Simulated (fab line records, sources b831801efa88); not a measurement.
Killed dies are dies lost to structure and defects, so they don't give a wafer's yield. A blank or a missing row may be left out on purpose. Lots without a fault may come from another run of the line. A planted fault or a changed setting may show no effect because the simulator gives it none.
Chamber matching | flow gf180mcu | GF_POLY_GATE_ETCH_12 on rie_diel-02: 4 sister chambers
The step etches BARC in N2/H2. 24 wafers are shown with their chamber, then 12 later ones without.

WAFERS WITH THEIR CHAMBER
wafer  | chamber | rf_fwd_power_W (W) | throttle_valve_pct (%) | oes_product_au (a.u.)
L075.1 | 0       | 492.0              | 13.214                 | 0.736
L075.2 | 1       | 500.3              | 13.222                 | 0.732
L075.5 | 0       | 492.1              | 13.210                 | 0.743
L076.1 | 1       | 496.3              | 13.202                 | 0.733
L076.2 | 2       | 497.0              | 13.229                 | 0.735
L076.3 | 3       | 490.6              | 13.210                 | 0.733
L077.3 | 2       | 496.4              | 13.220                 | 0.733
L077.5 | 2       | 497.8              | 13.225                 | 0.746
L077.6 | 3       | 492.2              | 13.215                 | 0.731
L080.1 | 2       | 496.8              | 13.219                 | 0.735
L080.3 | 0       | 493.4              | 13.213                 | 0.736
L080.4 | 1       | 497.6              | 13.202                 | 0.730
L081.1 | 1       | 495.5              | 13.214                 | 0.736
L081.2 | 0       | 492.4              | 13.218                 | 0.736
L081.3 | 2       | 497.9              | 13.218                 | 0.733
L083.2 | 2       | 497.8              | 13.213                 | 0.744
L083.3 | 0       | 494.6              | 13.222                 | 0.740
L083.5 | 2       | 497.5              | 13.226                 | 0.733
L084.2 | 1       | 495.6              | 13.210                 | 0.733
L084.3 | 3       | 493.2              | 13.205                 | 0.738
L084.5 | 0       | 492.7              | 13.213                 | 0.729
L085.1 | 1       | 497.0              | 13.199                 | 0.740
L085.3 | 2       | 495.9              | 13.215                 | 0.730
L085.4 | 0       | 493.5              | 13.216                 | 0.738

SIGNATURES (means of the wafers above)
reading            | chamber 0 | chamber 1 | chamber 2 | chamber 3 | scatter within a chamber
rf_fwd_power_W     | 492.957   | 497.050   | 497.137   | 492.000   | 1.19
throttle_valve_pct | 13.21514  | 13.20817  | 13.22063  | 13.21000  | 0.00612
oes_product_au     | 0.73686   | 0.73400   | 0.73613   | 0.73400   | 0.00464
Rule: a wafer's distance from a chamber is the root of the sum, over the readings, of the square of ((its reading less the chamber's mean) divided by the reading's scatter). The wafer belongs to the nearest chamber; if the next one is less than 2 further off, it can't be placed. The scatter: the root of (the sum of the squares of (reading less its chamber's mean) over the shown wafers, divided by (wafers less chambers)).

WAFERS WITHOUT THEIR CHAMBER
wafer  | rf_fwd_power_W (W) | throttle_valve_pct (%) | oes_product_au (a.u.)
L086.3 | 494.4              | 13.211                 | 0.731
L086.5 | 497.0              | 13.211                 | 0.743
L086.6 | 498.7              | 13.205                 | 0.732
L091.1 | 490.6              | 13.218                 | 0.739
L091.2 | 496.3              | 13.225                 | 0.744
L091.4 | 497.9              | 13.223                 | 0.739
L092.1 | 496.6              | 13.201                 | 0.735
L092.2 | 498.0              | 13.228                 | 0.743
L092.4 | 495.7              | 13.207                 | 0.732
L093.1 | 492.7              | 13.224                 | 0.741
L093.2 | 498.2              | 13.204                 | 0.737
L093.5 | 497.4              | 13.212                 | 0.739

WHICH CHAMBER EACH WENT THROUGH
wafer  | from the rows above               | in truth
L086.3 | can't be placed: 0 or 3 or 1 or 2 | 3
L086.5 | can't be placed: 1 or 2 or 0      | 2
L086.6 | can't be placed: 1 or 2           | 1
L091.1 | can't be placed: 3 or 0           | 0
L091.2 | can't be placed: 2 or 1 or 0      | 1
L091.4 | can't be placed: 2 or 1           | 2
L092.1 | can't be placed: 1 or 2           | 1
L092.2 | can't be placed: 2 or 1           | 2
L092.4 | can't be placed: 1 or 2 or 0 or 3 | 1
L093.1 | can't be placed: 0 or 3           | 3
L093.2 | can't be placed: 1 or 2           | 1
L093.5 | can't be placed: 1 or 2           | 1
Placed correctly: 0 of 12. Can't be placed from these rows: 12 (the true chamber is among the candidates in 12). Placed wrongly: 0.
